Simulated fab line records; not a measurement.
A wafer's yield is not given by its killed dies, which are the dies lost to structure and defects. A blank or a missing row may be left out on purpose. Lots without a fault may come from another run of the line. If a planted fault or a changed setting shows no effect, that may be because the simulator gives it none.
A single fault, viewed from 2 desks    flow gf180mcu    numbers are kept per desk, each desk with only its own; the story behind them comes last

DESK OF THE TOOL OWNER: implanter-03
For each lot that ran on this tool, the mean over its sampled wafers that have a number, from the tool's own readings at GF_NWELL_IMPLANT_08. A lot is out of limits, marked OUT, if its mean lies more than 4 standard deviations from the usual mean; the brackets give that distance.
Columns: A = dose-ions-cm2 at GF_NWELL_IMPLANT_08, usual 1.5001e+13
lot   first seen here  A
L308  day 4 16:12      1.5006e+13
L311  day 5 09:04      1.4997e+13
L314  day 6 01:21      1.4998e+13
L319  day 7 05:03      1.4994e+13
L320  day 7 09:59      1.5010e+13
Result from this desk: across the 5 lots, nothing is out of limits.

AT THE METROLOGY DESK
What the gauges read for every lot (on any tool): the sampled wafers with a number, averaged. A lot is out of limits, marked OUT, if its mean lies more than 4 standard deviations from the usual mean; the brackets give that distance.
Columns: A = STI_CVD_03_THK at GF_STI_THK_MEAS_04, usual 208.2 nm; B = NWELL_TW at GF_NWELL_TW_MEAS_11, usual 1563; C = NWELL_RS at GF_VT_IMPLANT_RS_MEAS_47, usual 487.9 ohm/sq; D = POLY_GATE_CVD_00_THK at GF_POLY_GATE_THK_MEAS_01, usual 199.5 nm; E = HV_LDD_OVL at GF_HV_LDD_OVL_MEAS_08, usual 0.8 nm
lot   first seen here  A      B                C                D      E
L302  day 1 13:34      207.9  1572             490.0            198.8  0.6
L303  day 1 21:39      208.6  1577             489.0            199.2  -1.6
L305  day 2 09:30      205.3  1563             489.2            199.1  1.9
L307  day 2 15:07      208.6  1574             487.3            202.4  0.2
L308  day 2 20:09      209.8  1564             488.0            201.0  3.0
L309  day 3 00:51      208.3  1567             486.3            200.3  -0.5
L310  day 3 06:38      206.9  1552             488.7            200.9  2.0
L311  day 3 10:46      208.6  1562             486.3            197.6  1.6
L314  day 4 01:34      208.1  1556             487.9            198.6  -0.0
L319  day 5 02:34      207.1  1510 (-5.5) OUT  517.6 (+20) OUT  199.7  -0.9
L320  day 5 07:34      209.8  1488 (-7.8) OUT  533.0 (+30) OUT  198.4  3.2
L323  day 5 22:34      207.5  1562             487.3            197.9  1.9
L324  day 6 04:33      209.9  1563             487.8            198.5  1.1
L325  day 6 08:35      208.1  1560             486.5            199.9  2.3
This desk's result: L319, L320 out of limits, first on L319 (NWELL_TW at GF_NWELL_TW_MEAS_11), day 7 05:27. L302, L303, L305, L307, L308, L309, L310, L311, L314, L323, L324, L325: within limits.

TAKEN TOGETHER
At day 7 05:27 the metrology desk could have sounded an alarm, on L319, L320.
The desk of the tool owner found nothing out of limits.
On record at the tool owner's desk: L319, L320, within its limits.
Every lot named ran GF_NWELL_IMPLANT_08 on implanter-03.

WHAT THE SIMULATOR PUT IN
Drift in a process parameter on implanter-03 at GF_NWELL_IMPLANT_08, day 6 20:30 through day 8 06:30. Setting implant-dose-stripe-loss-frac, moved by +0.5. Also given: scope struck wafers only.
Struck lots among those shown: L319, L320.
Per desk, hours elapsed from the start of the fault to the first reading out of limits: for the metrology desk, 9.
